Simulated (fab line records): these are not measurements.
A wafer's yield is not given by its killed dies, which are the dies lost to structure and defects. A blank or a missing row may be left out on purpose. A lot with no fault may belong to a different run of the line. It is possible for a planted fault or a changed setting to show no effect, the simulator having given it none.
Chamber matching -- flow gf180mcu -- 3 sister chambers for GF_STI_CVD_23 on hdpcvd-02
The step deposits SiO2, target thk 650 nm, time 108.3 s. 15 wafers are shown with their chamber, then 7 later ones without.

## EACH WAFER AND ITS CHAMBER
wafer,chamber,pressure-mtorr (mTorr),sih4-flow-sccm (sccm)
L720.3,1,6.014,60.70
L720.4,2,5.995,60.11
L720.6,0,5.997,60.15
L721.2,2,6.008,59.76
L721.5,1,6.000,60.04
L721.6,0,6.002,60.02
L724.2,2,5.986,60.21
L724.3,0,5.998,60.31
L724.4,1,6.000,59.96
L725.3,0,6.015,60.31
L725.4,2,5.987,59.91
L725.6,1,5.999,59.93
L727.1,2,5.978,59.96
L727.4,1,6.021,59.91
L727.6,2,5.980,60.50

SIGNATURES (means of the wafers above)
reading,chamber 0,chamber 1,chamber 2,scatter within a chamber
pressure-mtorr,6.00300,6.00680,5.98900,0.0101
sih4-flow-sccm,60.1975,60.1080,60.0750,0.266
Rule: a wafer lies at a distance from a chamber equal to the root of the sum of squares, over the readings, of (its reading less the chamber's mean, divided by the reading's scatter). If the next closest chamber is less than 2 further off than the closest, the wafer can't be placed; otherwise it belongs to the closest. How the scatter is found: for the shown wafers, subtract from each reading the mean of its chamber, square and add these, divide the total by (wafers less chambers), then take the root.

## WAFERS WITHOUT THEIR CHAMBER
wafer,pressure-mtorr (mTorr),sih4-flow-sccm (sccm)
L730.2,6.028,59.83
L730.4,5.994,60.02
L730.6,6.005,59.99
L733.3,6.011,60.46
L733.5,6.010,60.28
L735.3,5.987,59.76
L735.4,5.973,59.92

## WHICH CHAMBER EACH ONE RAN IN
wafer,from the rows above,in truth
L730.2,can't be placed: 1 or 0 or 2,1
L730.4,can't be placed: 2 or 0 or 1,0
L730.6,can't be placed: 1 or 0 or 2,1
L733.3,can't be placed: 0 or 1 or 2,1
L733.5,can't be placed: 1 or 0 or 2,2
L735.3,can't be placed: 2 or 0 or 1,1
L735.4,can't be placed: 2 or 0 or 1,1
Correctly placed: 0 of 7. These rows do not allow placing 7 (true chamber among the candidates in 7). 0 placed wrongly.
